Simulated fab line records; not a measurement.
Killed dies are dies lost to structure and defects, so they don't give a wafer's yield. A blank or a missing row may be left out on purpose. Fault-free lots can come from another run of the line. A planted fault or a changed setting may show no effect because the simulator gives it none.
Which tool is to blame? :: flow sky130 :: 39 wafers from 13 lots sampled at 5 of the route's 708 steps

## WHAT EACH GAUGE READ, for each wafer
SKY_FIELD_ISO_BOW_MEAS_00. Usual: INCOMING_BOW gives 0 um (standard deviation 6.8).
lot: L307
measured: day 1 10:01
on: film metro-03
INCOMING_BOW (um): 7 -1 0
flag: 

lot: L308
measured: day 1 15:00
on: film metro-02
INCOMING_BOW (um): -7 -6 -3
flag: 

lot: L311
measured: day 2 06:00
on: film metro-02
INCOMING_BOW (um): -15 4 5
flag: 

lot: L313
measured: day 2 16:01
on: film metro-01
INCOMING_BOW (um): -6 4 -3
flag: 

lot: L314
measured: day 2 21:03
on: film metro-03
INCOMING_BOW (um): -3 -1 -2
flag: 

lot: L316
measured: day 3 07:00
on: film metro-01
INCOMING_BOW (um): 1 0 3
flag: 

lot: L317
measured: day 3 12:00
on: film metro-03
INCOMING_BOW (um): -1 6 0
flag: 

lot: L318
measured: day 3 17:00
on: film metro-01
INCOMING_BOW (um): 4 -3 5
flag: 

lot: L319
measured: day 3 22:02
on: film metro-01
INCOMING_BOW (um): 1 -15 3
flag: 

lot: L321
measured: day 4 08:00
on: film metro-03
INCOMING_BOW (um): 5 4 5
flag: 

lot: L322
measured: day 4 13:00
on: film metro-01
INCOMING_BOW (um): 4 -6 4
flag: 

lot: L329
measured: day 6 00:00
on: film metro-02
INCOMING_BOW (um): -4 -13 -9
flag: 

lot: L330
measured: day 6 05:00
on: film metro-03
INCOMING_BOW (um): 8 6 -12
flag: 

SKY_FIELD_ISO_THK_MEAS_02. Usual: FIELD_ISO_OXIDATION_00_THK gives 11.92 nm (standard deviation 0.26).
lot: L307
measured: day 1 15:57
on: film metro-01
FIELD_ISO_OXIDATION_00_THK (nm): 12.13 11.93 11.92
flag: 

lot: L308
measured: day 1 20:26
on: film metro-03
FIELD_ISO_OXIDATION_00_THK (nm): 11.52 11.53 11.71
flag: 

lot: L311
measured: day 2 08:37
on: film metro-03
FIELD_ISO_OXIDATION_00_THK (nm): 12.02 12.00 11.97
flag: 

lot: L313
measured: day 2 17:38
on: film metro-01
FIELD_ISO_OXIDATION_00_THK (nm): 12.05 12.20 12.04
flag: 

lot: L314
measured: day 2 23:14
on: film metro-02
FIELD_ISO_OXIDATION_00_THK (nm): 11.82 11.80 11.65
flag: 

lot: L316
measured: day 3 09:39
on: film metro-02
FIELD_ISO_OXIDATION_00_THK (nm): 12.13 11.97 12.04
flag: 

lot: L317
measured: day 3 15:56
on: film metro-01
FIELD_ISO_OXIDATION_00_THK (nm): 12.14 12.42 12.39
flag: 

lot: L318
measured: day 3 19:32
on: film metro-01
FIELD_ISO_OXIDATION_00_THK (nm): 11.98 12.00 11.94
flag: 

lot: L319
measured: day 3 23:39
on: film metro-02
FIELD_ISO_OXIDATION_00_THK (nm): 12.05 12.13 12.17
flag: 

lot: L321
measured: day 4 09:38
on: film metro-03
FIELD_ISO_OXIDATION_00_THK (nm): 12.16 12.00 12.43
flag: 

lot: L322
measured: day 4 15:17
on: film metro-01
FIELD_ISO_OXIDATION_00_THK (nm): 11.22 11.34 11.40
flag: 

lot: L329
measured: day 6 01:38
on: film metro-03
FIELD_ISO_OXIDATION_00_THK (nm): 12.03 12.23 12.24
flag: 

lot: L330
measured: day 6 06:38
on: film metro-02
FIELD_ISO_OXIDATION_00_THK (nm): 11.93 11.85 11.88
flag: 

SKY_FIELD_ISO_THK_MEAS_04. Usual: FIELD_ISO_CVD_03_THK gives 159.7 nm (standard deviation 1.5).
lot: L307
measured: day 1 17:48
on: film metro-02
FIELD_ISO_CVD_03_THK (nm): 158.5 159.2 157.9
flag: 

lot: L308
measured: day 1 22:17
on: film metro-03
FIELD_ISO_CVD_03_THK (nm): 161.0 160.9 161.1
flag: 

lot: L311
measured: day 2 11:20
on: film metro-03
FIELD_ISO_CVD_03_THK (nm): 159.7 159.4 161.6
flag: 

lot: L313
measured: day 2 19:44
on: film metro-02
FIELD_ISO_CVD_03_THK (nm): 156.7 157.3 157.9
flag: 

lot: L314
measured: day 3 01:05
on: film metro-03
FIELD_ISO_CVD_03_THK (nm): 160.8 161.4 160.7
flag: 

lot: L316
measured: day 3 14:05
on: film metro-02
FIELD_ISO_CVD_03_THK (nm): 159.8 160.0 159.5
flag: 

lot: L317
measured: day 3 20:23
on: film metro-01
FIELD_ISO_CVD_03_THK (nm): 161.9 162.2 161.3
flag: 

lot: L318
measured: day 4 02:55
on: film metro-02
FIELD_ISO_CVD_03_THK (nm): 162.1 162.1 161.8
flag: 

lot: L319
measured: day 4 02:56
on: film metro-01
FIELD_ISO_CVD_03_THK (nm): 159.2 161.5 160.2
flag: 

lot: L321
measured: day 4 11:29
on: film metro-02
FIELD_ISO_CVD_03_THK (nm): 156.7 159.4 158.2
flag: 

lot: L322
measured: day 4 17:08
on: film metro-02
FIELD_ISO_CVD_03_THK (nm): 157.2 156.7 156.5
flag: 

lot: L329
measured: day 6 03:29
on: film metro-01
FIELD_ISO_CVD_03_THK (nm): 161.0 162.0 160.6
flag: 

lot: L330
measured: day 6 09:34
on: film metro-02
FIELD_ISO_CVD_03_THK (nm): 160.9 158.6 160.0
flag: 

SKY_NWELL_RS_MEAS_31: measurement is done with a four-point probe. Usual: PWDE_RS gives 5277 ohm/sq (standard deviation 17).
lot: L307
measured: day 5 10:01
on: film metro-02
PWDE_RS (ohm/sq): 5248 5272 5266
flag: 

lot: L308
measured: day 5 16:26
on: film metro-03
PWDE_RS (ohm/sq): 5296 5288 5277
flag: 

lot: L311
measured: day 6 07:57
on: film metro-02
PWDE_RS (ohm/sq): 5267 5290 5271
flag: 

lot: L313
measured: day 6 21:17
on: film metro-02
PWDE_RS (ohm/sq): 5299 5277 5285
flag: 

lot: L314
measured: day 7 00:29
on: film metro-03
PWDE_RS (ohm/sq): 5270 5264 5256
flag: 

lot: L316
measured: day 7 17:51
on: film metro-02
PWDE_RS (ohm/sq): 5279 5270 5272
flag: 

lot: L317
measured: day 7 23:42
on: film metro-03
PWDE_RS (ohm/sq): 5252 5270 5277
flag: 

lot: L318
measured: day 8 09:13
on: film metro-04
PWDE_RS (ohm/sq): 5275 5264 5270
flag: 

lot: L319
measured: day 8 10:05
on: film metro-03
PWDE_RS (ohm/sq): 5286 5295 5289
flag: 

lot: L321
measured: day 8 20:06
on: film metro-04
PWDE_RS (ohm/sq): 5265 5270 5283
flag: 

lot: L322
measured: day 9 01:55
on: film metro-02
PWDE_RS (ohm/sq): 5298 5274 5287
flag: 

lot: L329
measured: day 10 19:29
on: film metro-03
PWDE_RS (ohm/sq): 5431 5418 5437
flag: OFF

lot: L330
measured: day 11 05:22
on: film metro-02
PWDE_RS (ohm/sq): 5418 5422 5427
flag: OFF

## EACH LOT AND THE TOOL THAT RAN IT (in order: tool; ch and the chambers of the sampled wafers; start)
lot: L307
SKY_PWDE_IMPLANT_08: implanter-04 ch 0, day 3 22:59

lot: L308
SKY_PWDE_IMPLANT_08: implanter-01 ch 0, day 4 04:06

lot: L311
SKY_PWDE_IMPLANT_08: implanter-02 ch 0, day 4 19:25

lot: L313
SKY_PWDE_IMPLANT_08: implanter-04 ch 0, day 5 06:44

lot: L314
SKY_PWDE_IMPLANT_08: implanter-02 ch 0, day 5 09:44

lot: L316
SKY_PWDE_IMPLANT_08: implanter-04 ch 0, day 6 01:37

lot: L317
SKY_PWDE_IMPLANT_08: implanter-04 ch 0, day 6 07:50

lot: L318
SKY_PWDE_IMPLANT_08: implanter-02 ch 0, day 6 16:02

lot: L319
SKY_PWDE_IMPLANT_08: implanter-01 ch 0, day 6 16:26

lot: L321
SKY_PWDE_IMPLANT_08: implanter-01 ch 0, day 7 02:09

lot: L322
SKY_PWDE_IMPLANT_08: implanter-04 ch 0, day 7 08:23

lot: L329
SKY_PWDE_IMPLANT_08: implanter-01 ch 0, day 8 22:32

lot: L330
SKY_PWDE_IMPLANT_08: implanter-01 ch 0, day 9 07:17
- SKY_PWDE_IMPLANT_08

## AS READ BY THE TOOLS THEMSELVES (means over the sampled wafers that have a number; for cases with no such wafer, the mark the record gives instead)
SKY_PWDE_IMPLANT_08. Usual: dose ions cm2 reads 3.6e+12 (standard deviation 4e+09).
lot: L307
tool: implanter-04
dose ions cm2: 3.6e+12
flag: 

lot: L308
tool: implanter-01
dose ions cm2: 3.6e+12
flag: 

lot: L311
tool: implanter-02
dose ions cm2: 3.6e+12
flag: 

lot: L313
tool: implanter-04
dose ions cm2: 3.6e+12
flag: 

lot: L314
tool: implanter-02
dose ions cm2: 3.6e+12
flag: 

lot: L316
tool: implanter-04
dose ions cm2: 3.6e+12
flag: 

lot: L317
tool: implanter-04
dose ions cm2: 3.6e+12
flag: 

lot: L318
tool: implanter-02
dose ions cm2: 3.6e+12
flag: 

lot: L319
tool: implanter-01
dose ions cm2: 3.6e+12
flag: 

lot: L321
tool: implanter-01
dose ions cm2: 3.6e+12
flag: 

lot: L322
tool: implanter-04
dose ions cm2: 3.6e+12
flag: 

lot: L329
tool: implanter-01
dose ions cm2: 3.5e+12
flag: OFF

lot: L330
tool: implanter-01
dose ions cm2: 3.5e+12
flag: OFF

## THE ANSWER, worked out from the rows above alone
Rule: a lot is off if the mean of its wafers that have a number lies more than 3 standard deviations from the usual mean. Also off: a lot with no number at a reading for which 4 or more lots have one. Any other lot the step has rows for is counted as sound. After the gauges, taken in route order, come the tools' own readings; for these a lot's mean is taken, as printed above. At the first step where some lot is off, the reading lying furthest off is the one used; lots without a number count as furthest.
Off: at SKY_NWELL_RS_MEAS_31 (PWDE_RS), L329, L330.
If a tool, at a process step before that reading, ran all the lots that are off and no sound lot after the first of them, it fits. Not tried: the gauges at SKY_NWELL_RS_MEAS_31; whatever is off there is also off at SKY_PWDE_IMPLANT_08, on other tools, and gauge error can't account for it. One fits: SKY_PWDE_IMPLANT_08 on implanter-01. A fault onset in the window from L321 (day 7 02:09, its last sound lot) to L329 (day 8 22:32, its first lot off) fits.
On the lots that are off, the tool's own readings at SKY_PWDE_IMPLANT_08 differ by more than 5 times the standard deviation of the sound lots' means, which bears it out; dose ions cm2 reads 3.5e+12 there versus 3.6e+12 on the sound lots.

## WHAT THE SIMULATOR PUT IN
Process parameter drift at SKY_PWDE_IMPLANT_08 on implanter-01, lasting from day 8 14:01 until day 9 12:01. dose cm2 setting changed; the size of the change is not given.
Lots struck among those shown: L329, L330. This agrees with what the rule above found.
